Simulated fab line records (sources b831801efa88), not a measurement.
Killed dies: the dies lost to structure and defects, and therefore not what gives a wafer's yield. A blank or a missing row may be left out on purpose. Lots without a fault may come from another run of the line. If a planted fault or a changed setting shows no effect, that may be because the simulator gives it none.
The tool behind it: which one? :: flow sky130 :: 36 wafers from 12 lots sampled at 5 of the route's 708 steps

## WHAT EACH GAUGE READ, for each wafer
The record holds no reading of a measuring or inspecting step that can be judged against a usual standard deviation.

## TOOL THAT RAN EACH LOT (tool first, then ch and the chambers of the sampled wafers, then the start)
lot: L624
SKY_METAL5_SPUTTER_03: pvd_sputter-03, day 43 09:02
SKY_METAL5_STRIP_17: wet_bench-03 ch 1, day 44 07:28
SKY_PASSIVATION_ETCH_11: rie_diel-04 ch 1,2, day 45 04:59
SKY_PASSIVATION_STRIP_12: plasma_asher-01 ch 0,1, day 45 05:05
SKY_PAD_OPEN_PROBE_99: prober-01, day 46 05:26

lot: L625
SKY_METAL5_SPUTTER_03: pvd_sputter-02, day 43 09:58
SKY_METAL5_STRIP_17: wet_bench-02 ch 3, day 44 08:37
SKY_PASSIVATION_ETCH_11: rie_diel-01 ch 0,3, day 45 06:23
SKY_PASSIVATION_STRIP_12: plasma_asher-02 ch 0,1, day 45 06:29
SKY_PAD_OPEN_PROBE_99: -

lot: L626
SKY_METAL5_SPUTTER_03: pvd_sputter-02, day 43 10:46
SKY_METAL5_STRIP_17: wet_bench-03 ch 3, day 44 09:18
SKY_PASSIVATION_ETCH_11: rie_diel-02 ch 0,1,2, day 45 07:05
SKY_PASSIVATION_STRIP_12: plasma_asher-01 ch 0, day 45 07:11
SKY_PAD_OPEN_PROBE_99: -

lot: L627
SKY_METAL5_SPUTTER_03: pvd_sputter-03, day 43 12:01
SKY_METAL5_STRIP_17: wet_bench-03 ch 2, day 44 11:01
SKY_PASSIVATION_ETCH_11: rie_diel-04 ch 1,2,3, day 45 08:23
SKY_PASSIVATION_STRIP_12: plasma_asher-01 ch 0,1, day 45 08:29
SKY_PAD_OPEN_PROBE_99: -

lot: L628
SKY_METAL5_SPUTTER_03: pvd_sputter-03, day 43 20:59
SKY_METAL5_STRIP_17: wet_bench-02 ch 0, day 44 19:25
SKY_PASSIVATION_ETCH_11: rie_diel-01 ch 2,3, day 45 18:17
SKY_PASSIVATION_STRIP_12: plasma_asher-01 ch 0,1, day 45 18:26
SKY_PAD_OPEN_PROBE_99: -

lot: L629
SKY_METAL5_SPUTTER_03: pvd_sputter-02, day 44 04:26
SKY_METAL5_STRIP_17: wet_bench-03 ch 1, day 45 02:46
SKY_PASSIVATION_ETCH_11: rie_diel-04 ch 2,3, day 46 00:29
SKY_PASSIVATION_STRIP_12: plasma_asher-04 ch 0,1, day 46 00:37
SKY_PAD_OPEN_PROBE_99: -

lot: L631
SKY_METAL5_SPUTTER_03: pvd_sputter-03, day 44 18:41
SKY_METAL5_STRIP_17: wet_bench-04 ch 2, day 45 16:34
SKY_PASSIVATION_ETCH_11: rie_diel-04 ch 1,2,3, day 46 13:56
SKY_PASSIVATION_STRIP_12: plasma_asher-01 ch 0,1, day 46 14:02
SKY_PAD_OPEN_PROBE_99: -

lot: L635
SKY_METAL5_SPUTTER_03: pvd_sputter-03, day 45 18:50
SKY_METAL5_STRIP_17: wet_bench-03 ch 0, day 46 16:22
SKY_PASSIVATION_ETCH_11: rie_diel-04 ch 1,2,3, day 47 13:11
SKY_PASSIVATION_STRIP_12: plasma_asher-02 ch 0,1, day 47 13:19
SKY_PAD_OPEN_PROBE_99: -

lot: L637
SKY_METAL5_SPUTTER_03: pvd_sputter-02, day 46 11:11
SKY_METAL5_STRIP_17: wet_bench-03 ch 1, day 47 07:43
SKY_PASSIVATION_ETCH_11: rie_diel-01 ch 0,3, day 48 03:20
SKY_PASSIVATION_STRIP_12: plasma_asher-01 ch 0,1, day 48 03:26
SKY_PAD_OPEN_PROBE_99: prober-02, day 48 23:25

lot: L640
SKY_METAL5_SPUTTER_03: pvd_sputter-02, day 47 01:55
SKY_METAL5_STRIP_17: wet_bench-03 ch 1, day 47 22:10
SKY_PASSIVATION_ETCH_11: rie_diel-01 ch 1,2,3, day 48 17:23
SKY_PASSIVATION_STRIP_12: plasma_asher-02 ch 0,1, day 48 17:29
SKY_PAD_OPEN_PROBE_99: prober-01, day 49 13:21

lot: L641
SKY_METAL5_SPUTTER_03: pvd_sputter-04, day 47 05:17
SKY_METAL5_STRIP_17: wet_bench-03 ch 3, day 48 00:40
SKY_PASSIVATION_ETCH_11: rie_diel-04 ch 0,1,2, day 48 19:53
SKY_PASSIVATION_STRIP_12: plasma_asher-02 ch 0,1, day 48 19:59
SKY_PAD_OPEN_PROBE_99: prober-02, day 49 15:14

lot: L644
SKY_METAL5_SPUTTER_03: pvd_sputter-03, day 48 04:28
SKY_METAL5_STRIP_17: wet_bench-02 ch 3, day 48 23:28
SKY_PASSIVATION_ETCH_11: rie_diel-01 ch 0,1,3, day 49 17:02
SKY_PASSIVATION_STRIP_12: plasma_asher-01 ch 0,1, day 49 17:11
SKY_PAD_OPEN_PROBE_99: -
- SKY_METAL5_SPUTTER_03: material Ti, target thk 5 nm, time 3.3 s.
- SKY_METAL5_STRIP_17: strips in post etch residue remover, time 1200 s.
- SKY_PASSIVATION_ETCH_11: etches the open film in CF4/O2, stops on AlCu, target depth 725 nm, time 161.1 s.
- SKY_PASSIVATION_STRIP_12: strips in O2/N2.
- SKY_PAD_OPEN_PROBE_99

## WHAT THE TOOLS THEMSELVES READ (means of the sampled wafers that have a number; where no wafer has one, the mark that the record gives instead)
SKY_METAL5_SPUTTER_03. Usual: 29.5 % for throttle_valve_pct, sd 0.86.
lot: L624
tool: pvd_sputter-03
throttle_valve_pct (%): 28.3
flag: 

lot: L625
tool: pvd_sputter-02
throttle_valve_pct (%): 28.8
flag: 

lot: L626
tool: pvd_sputter-02
throttle_valve_pct (%): 29.1
flag: 

lot: L627
tool: pvd_sputter-03
throttle_valve_pct (%): 29.7
flag: 

lot: L628
tool: pvd_sputter-03
throttle_valve_pct (%): 30.4
flag: 

lot: L629
tool: pvd_sputter-02
throttle_valve_pct (%): 29.0
flag: 

lot: L631
tool: pvd_sputter-03
throttle_valve_pct (%): 29.4
flag: 

lot: L635
tool: pvd_sputter-03
throttle_valve_pct (%): 29.3
flag: 

lot: L637
tool: pvd_sputter-02
throttle_valve_pct (%): 29.3
flag: 

lot: L640
tool: pvd_sputter-02
throttle_valve_pct (%): 29.3
flag: 

lot: L641
tool: pvd_sputter-04
throttle_valve_pct (%): 29.0
flag: 

lot: L644
tool: pvd_sputter-03
throttle_valve_pct (%): 29.8
flag: 

SKY_PASSIVATION_ETCH_11. Usual: drypump_motor_current_A 5.7 A, standard deviation 0.58; oes_product_au 0.979 a.u., standard deviation 0.0067; throttle_valve_pct 5.965 %, standard deviation 0.0094.
lot: L624
tool: rie_diel-04
drypump_motor_current_A (A): 6.3
oes_product_au (a.u.): 0.984
throttle_valve_pct (%): 5.957
flag: 

lot: L625
tool: rie_diel-01
drypump_motor_current_A (A): 5.6
oes_product_au (a.u.): 0.977
throttle_valve_pct (%): 5.965
flag: 

lot: L626
tool: rie_diel-02
drypump_motor_current_A (A): 5.6
oes_product_au (a.u.): 0.982
throttle_valve_pct (%): 5.968
flag: 

lot: L627
tool: rie_diel-04
drypump_motor_current_A (A): 6.2
oes_product_au (a.u.): 0.977
throttle_valve_pct (%): 5.970
flag: 

lot: L628
tool: rie_diel-01
drypump_motor_current_A (A): 5.2
oes_product_au (a.u.): 0.985
throttle_valve_pct (%): 5.960
flag: 

lot: L629
tool: rie_diel-04
drypump_motor_current_A (A): 6.2
oes_product_au (a.u.): 0.985
throttle_valve_pct (%): 5.971
flag: 

lot: L631
tool: rie_diel-04
drypump_motor_current_A (A): 6.2
oes_product_au (a.u.): 0.983
throttle_valve_pct (%): 5.955
flag: 

lot: L635
tool: rie_diel-04
drypump_motor_current_A (A): 6.2
oes_product_au (a.u.): 0.980
throttle_valve_pct (%): 5.957
flag: 

lot: L637
tool: rie_diel-01
drypump_motor_current_A (A): 5.4
oes_product_au (a.u.): 0.976
throttle_valve_pct (%): 5.970
flag: 

lot: L640
tool: rie_diel-01
drypump_motor_current_A (A): 5.4
oes_product_au (a.u.): 0.978
throttle_valve_pct (%): 5.962
flag: 

lot: L641
tool: rie_diel-04
drypump_motor_current_A (A): 6.1
oes_product_au (a.u.): 0.980
throttle_valve_pct (%): 5.965
flag: 

lot: L644
tool: rie_diel-01
drypump_motor_current_A (A): 5.5
oes_product_au (a.u.): 0.977
throttle_valve_pct (%): 5.959
flag: 

SKY_PASSIVATION_STRIP_12. Usual: drypump_motor_current_A 5.6 A, standard deviation 0.53; oes_product_au 0.661 a.u., standard deviation 0.005; strip_time_to_endpoint_s 31.47 s, standard deviation 0.13.
lot: L624
tool: plasma_asher-01
drypump_motor_current_A (A): 5.9
oes_product_au (a.u.): 0.660
strip_time_to_endpoint_s (s): 31.55
flag: 

lot: L625
tool: plasma_asher-02
drypump_motor_current_A (A): 5.4
oes_product_au (a.u.): 0.661
strip_time_to_endpoint_s (s): 31.56
flag: 

lot: L626
tool: plasma_asher-01
drypump_motor_current_A (A): 6.4
oes_product_au (a.u.): 0.659
strip_time_to_endpoint_s (s): 31.47
flag: 

lot: L627
tool: plasma_asher-01
drypump_motor_current_A (A): 6.1
oes_product_au (a.u.): 0.664
strip_time_to_endpoint_s (s): 31.46
flag: 

lot: L628
tool: plasma_asher-01
drypump_motor_current_A (A): 5.9
oes_product_au (a.u.): 0.662
strip_time_to_endpoint_s (s): 31.21
flag: 

lot: L629
tool: plasma_asher-04
drypump_motor_current_A (A): 5.1
oes_product_au (a.u.): 0.663
strip_time_to_endpoint_s (s): 31.52
flag: 

lot: L631
tool: plasma_asher-01
drypump_motor_current_A (A): 5.9
oes_product_au (a.u.): 0.662
strip_time_to_endpoint_s (s): 31.66
flag: 

lot: L635
tool: plasma_asher-02
drypump_motor_current_A (A): 5.4
oes_product_au (a.u.): 0.661
strip_time_to_endpoint_s (s): 31.39
flag: 

lot: L637
tool: plasma_asher-01
drypump_motor_current_A (A): 5.9
oes_product_au (a.u.): 0.659
strip_time_to_endpoint_s (s): 31.49
flag: 

lot: L640
tool: plasma_asher-02
drypump_motor_current_A (A): 5.7
oes_product_au (a.u.): 0.656
strip_time_to_endpoint_s (s): 31.47
flag: 

lot: L641
tool: plasma_asher-02
drypump_motor_current_A (A): 5.7
oes_product_au (a.u.): 0.657
strip_time_to_endpoint_s (s): 31.45
flag: 

lot: L644
tool: plasma_asher-01
drypump_motor_current_A (A): 6.1
oes_product_au (a.u.): 0.657
strip_time_to_endpoint_s (s): 31.42
flag: 

SKY_PAD_OPEN_PROBE_99. Usual: defect_limited_yield 82.5 %, standard deviation 1.8; killed_at_M0_to_M3 45, standard deviation 6.8; killed_at_M4_up 3.1, standard deviation 2; killed_at_contacts 23, standard deviation 5.2; killed_at_front_end 14, standard deviation 3.7; killed_at_other 0.3, standard deviation 0.61; killed_dies 86, standard deviation 9; killed_open 46, standard deviation 6.9; killed_short 39, standard deviation 6.4; sort_bin_3_pad_short 0.9 %, standard deviation 0.44; sort_bin_5_function 10.5 %, standard deviation 1.4; sort_bin_6_memory 6.1 %, standard deviation 1.1; sort_bin_8_speed 0.01 %, standard deviation 0.052; sort_n_pass 406, standard deviation 9; sort_yield_pct 82.5 %, standard deviation 1.8.
lot: L624
tool: prober-01
defect_limited_yield (%): 84.0
killed_at_M0_to_M3: 38
killed_at_M4_up: 3.3
killed_at_contacts: 27
killed_at_front_end: 10
killed_at_other: 0.7
killed_dies: 79
killed_open: 42
killed_short: 37
sort_bin_3_pad_short (%): 0.5
sort_bin_5_function (%): 10.0
sort_bin_6_memory (%): 5.5
sort_bin_8_speed (%): 0.00
sort_n_pass: 413
sort_yield_pct (%): 84.0
flag: 

lot: L637
tool: prober-02
defect_limited_yield (%): 82.5
killed_at_M0_to_M3: 50
killed_at_M4_up: 1.7
killed_at_contacts: 23
killed_at_front_end: 11
killed_at_other: 0.3
killed_dies: 86
killed_open: 44
killed_short: 41
sort_bin_3_pad_short (%): 1.3
sort_bin_5_function (%): 9.9
sort_bin_6_memory (%): 6.3
sort_bin_8_speed (%): 0.00
sort_n_pass: 406
sort_yield_pct (%): 82.5
flag: 

lot: L640
tool: prober-01
defect_limited_yield (%): 73.5
killed_at_M0_to_M3: 38
killed_at_M4_up: 48.0
killed_at_contacts: 27
killed_at_front_end: 17
killed_at_other: 0.7
killed_dies: 130
killed_open: 47
killed_short: 39
sort_bin_3_pad_short (%): 2.2
sort_bin_5_function (%): 17.6
sort_bin_6_memory (%): 6.7
sort_bin_8_speed (%): 0.00
sort_n_pass: 362
sort_yield_pct (%): 73.5
flag: OFF

lot: L641
tool: prober-02
defect_limited_yield (%): 73.6
killed_at_M0_to_M3: 44
killed_at_M4_up: 53.0
killed_at_contacts: 18
killed_at_front_end: 14
killed_at_other: 0.0
killed_dies: 130
killed_open: 46
killed_short: 33
sort_bin_3_pad_short (%): 2.3
sort_bin_5_function (%): 17.2
sort_bin_6_memory (%): 6.8
sort_bin_8_speed (%): 0.00
sort_n_pass: 362
sort_yield_pct (%): 73.6
flag: OFF

## THE ANSWER, worked out from the rows above alone
Rule: lot off if the mean of its wafers having a number is beyond 3 standard deviations from the usual mean. Also off: a lot with no number at a reading for which 4 or more lots have one. Any other lot the step has rows for is counted as sound. After the gauges, taken in route order, come the tools' own readings; for these a lot's mean is taken, as printed above. At the first step where some lot is off, the reading lying furthest off is the one used; lots without a number count as furthest.
Off at SKY_PAD_OPEN_PROBE_99 (killed_at_M4_up): L640, L641. Neither off nor sound, because the step has no rows for them: L625, L626, L627, L628, L629, L631, L635, L644.
If a tool, at that step or one of the process steps before it, ran each lot that is off and ran no sound lot following the first of them, it fits. Can't be told from this: 2 tools fit, wet_bench-03 at SKY_METAL5_STRIP_17, plasma_asher-02 at SKY_PASSIVATION_STRIP_12.

## WHAT HAD BEEN PUT IN BY THE SIMULATOR
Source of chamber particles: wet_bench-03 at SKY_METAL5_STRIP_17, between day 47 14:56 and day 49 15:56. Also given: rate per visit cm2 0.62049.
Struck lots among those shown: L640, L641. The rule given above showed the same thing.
